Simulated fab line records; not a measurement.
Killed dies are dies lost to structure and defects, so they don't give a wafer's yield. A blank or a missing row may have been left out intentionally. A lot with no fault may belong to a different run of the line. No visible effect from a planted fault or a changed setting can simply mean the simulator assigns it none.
Struck lot and sound lot, side by side ; flow gf180mcu ; 14 out of 602 route steps
Sound: the wafers L586.2, L586.4, L586.5. Wafers L594.1, L594.3, L594.5 were the ones struck. At the end, the cause is stated.
Each step with rows lists, per side, the tool, then ch with its chambers, then its first start. Under that, the readings that differ: sound wafers ; struck wafers ; difference of the means ; sigmas: that difference in standard deviations of wafers without a fault.
alike: readings whose means differ by less than 2 such deviations, and words and numbers that are the same on both sides. not compared: withheld readings, readings that some wafer has no value for, bounds like >300 that may hide the same value, and numbers for which the record gives no deviation and whose values overlap.
The two part at a step that has a row with sigmas, a row that says differs or no value, or rows on one side only. Non-overlapping numbers with no deviation appear without sigmas and do not part them. A reading that every wafer of one side lacks parts them only if that side has two wafers or more.

first, 3 steps without rows for these wafers: GF_HV_LDD_EXPOSE_04 (exposes mask Nplus LV AREA, target cd 400 nm); GF_HV_LDD_PEB_05; GF_HV_LDD_DEVELOP_06 (develop time 60 s).
GF_HV_LDD_CD_MEAS_07: target cd 400 nm.
  sound: cdSem-01 at day 11 10:37; struck: cdSem-01 at day 14 07:40
  alike: cdNm
GF_HV_LDD_OVL_MEAS_08:
  sound: overlay-01 at day 11 10:44; struck: overlay-01 at day 14 07:47
  alike: HV_LDD_OVL
following that, these wafers have no rows for 1 step: GF_HV_LDD_IMPLANT_09.
GF_HV_LDD_STRIP_10: strips in O2/N2.
  sound on plasmaAsher-02 ch 0,1, day 11 10:55; struck on plasmaAsher-02 ch 0, day 14 07:59
  alike: drypumpMotorCurrentA, heaterPowerW, oesProductAu, stripTimeToEndpointS
  not compared: rfHoursCounterH
GF_HV_LDD_TW_MEAS_11:
  sound: filmMetro-03 at day 11 11:01; struck: filmMetro-03 at day 14 08:05
  alike: HV_LDD_TW
then, 4 steps without rows for these wafers: GF_HV_LDD_DEHYDRATE_12 (time 60 s); GF_HV_LDD_HMDS_13 (prime time 60 s); GF_HV_LDD_COAT_14 (resist thk 1000 nm); GF_HV_LDD_SOFTBAKE_15 (time 60 s).
GF_HV_LDD_EXPOSE_16: exposes mask Pplus LV AREA, target cd 400 nm.
  struck on ilineStepper-01, day 14 18:42; sound on ilineStepper-02 ch 0, day 11 20:28
  no value came back on the struck wafers for exposureDoseMJCm2, focusOffsetNm (nm); on the sound wafers exposureDoseMJCm2 reads 139.91 140.15 140.14
reading;sound;struck;difference;sigmas
model.HV_LDD.overlayYNm (nm);-0.05134 -0.05134 -0.05134;0.03971 0.03971 0.03971;+0.09105;
  alike: mask
following that, these wafers have no rows for 1 step: GF_HV_LDD_PEB_17.

== WHERE THEY PART ==
GF_HV_LDD_EXPOSE_16 only, going by this record.

WHY: what had been put in by the simulator
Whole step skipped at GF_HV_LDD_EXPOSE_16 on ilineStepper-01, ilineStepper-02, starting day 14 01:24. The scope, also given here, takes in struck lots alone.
